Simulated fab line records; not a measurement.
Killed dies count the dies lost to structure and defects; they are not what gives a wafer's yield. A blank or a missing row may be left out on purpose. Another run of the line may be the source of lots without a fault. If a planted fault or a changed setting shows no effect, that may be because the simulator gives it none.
Which tool did it?    flow gf180mcu    7 lots, 21 wafers sampled, at 3 steps of a route of 602

## WHAT THE GAUGES READ, wafer by wafer
GF_CONTACT_THK_MEAS_03.
lot   measured      on             CONTACT_CVD_02_THK (nm)
L244  day 15 11:30  film-metro-01  852 837 863
L247  day 16 20:14  film-metro-03  864 872 863
L250  day 17 19:20  film-metro-01  850 848 843
L253  day 19 06:33  film-metro-04  857 838 876
L258  day 21 11:34  film-metro-03  843 852 853
L260  day 22 05:34  film-metro-03  875 864 871
L264  day 23 02:40  film-metro-03  857 875 866

## EACH LOT AND THE TOOL THAT RAN IT (in order: tool; ch and the chambers of the sampled wafers; start)
lot   GF_SALICIDE_SPUTTER_03        GF_SALICIDE_RTA_08
L244  pvd-sputter-04, day 15 10:49  rtp-anneal-01 ch 0, day 15 11:14
L247  pvd-sputter-03, day 16 19:32  rtp-anneal-02 ch 0, day 16 19:59
L250  pvd-sputter-04, day 17 18:40  rtp-anneal-01 ch 0, day 17 19:04
L253  pvd-sputter-02, day 19 05:47  rtp-anneal-01 ch 0, day 19 06:17
L258  pvd-sputter-02, day 21 10:53  rtp-anneal-01 ch 0, day 21 11:18
L260  pvd-sputter-02, day 22 04:53  rtp-anneal-01 ch 0, day 22 05:18
L264  pvd-sputter-04, day 23 01:59  rtp-anneal-02 ch 0, day 23 02:25
- GF_SALICIDE_SPUTTER_03: material TiN, target thk 20 nm, time 16.7 s.
- GF_SALICIDE_RTA_08: time 30 s.

## THE ANSWER, worked out from the rows above alone
Rule: the lots themselves supply what counts as usual. Put in order of their means at a reading, lots are off if they are a third of the lots or fewer, leave a main group of 4 or more, and stand apart from it by a gap of 3 or more times the standard deviation of the main group's means; of several such gaps the widest counts. A main group is skipped when, at the precision printed for the reading in the tables above, its means are all equal. Also off: a lot with no number at a reading for which 4 or more lots have one. The other lots that the step has rows for count as sound.
No lot is off at any reading shown: from this, nothing can be told.

## WHAT HAD BEEN PUT IN BY THE SIMULATOR
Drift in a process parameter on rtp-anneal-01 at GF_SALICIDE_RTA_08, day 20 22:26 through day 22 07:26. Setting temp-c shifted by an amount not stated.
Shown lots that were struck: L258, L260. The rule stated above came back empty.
